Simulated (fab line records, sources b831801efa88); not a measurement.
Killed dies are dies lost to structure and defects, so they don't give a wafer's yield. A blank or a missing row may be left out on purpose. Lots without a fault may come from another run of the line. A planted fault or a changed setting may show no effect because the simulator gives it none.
Chamber matching | flow gf180mcu | GF_CONTACT_CMP_04 on cmp-01: 4 sister chambers
The step polishes SiO2. 8 wafers are shown with their chamber, then 7 later ones without.

WAFERS WITH THEIR CHAMBER
wafer  | chamber | motor_current_A (A) | time_to_endpoint_s (s)
L204.1 | 0       | 11.2                | 109
L204.5 | 2       | 13.7                | 113
L210.2 | 0       | 12.2                | 110
L210.4 | 3       | 11.4                | 111
L211.1 | 3       | 10.6                | 109
L211.6 | 2       | 13.9                | 112
L216.3 | 1       | 12.3                | 99
L216.5 | 1       | 12.7                | 107

WAFERS WITHOUT THEIR CHAMBER
wafer  | motor_current_A (A) | time_to_endpoint_s (s)
L216.6 | 13.9                | 106
L223.2 | 10.8                | 109
L223.3 | 14.3                | 109
L223.4 | 12.4                | 113
L225.2 | 14.1                | 106
L225.3 | 12.2                | 105
L225.5 | 14.6                | 108

WHICH CHAMBER EACH WENT THROUGH
wafer  | from the rows above               | in truth
L216.6 | can't be placed: 2 or 1           | 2
L223.2 | can't be placed: 3 or 0           | 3
L223.3 | 2                                 | 2
L223.4 | can't be placed: 0 or 2 or 3 or 1 | 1
L225.2 | can't be placed: 2 or 1           | 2
L225.3 | can't be placed: 1 or 0           | 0
L225.5 | 2                                 | 2
Placed correctly: 2 of 7. Can't be placed from these rows: 5 (the true chamber is among the candidates in 5). Placed wrongly: 0.
How it was worked out, from the rows above alone: a wafer's distance from a chamber is the root of the sum, over the readings, of the square of ((its reading less the chamber's mean) divided by the reading's scatter). The wafer belongs to the nearest chamber; if the next one is less than 2 further off, it can't be placed. A chamber's mean is the mean of its shown wafers. The scatter: the root of (the sum of the squares of (reading less its chamber's mean) over the shown wafers, divided by (wafers less chambers)).
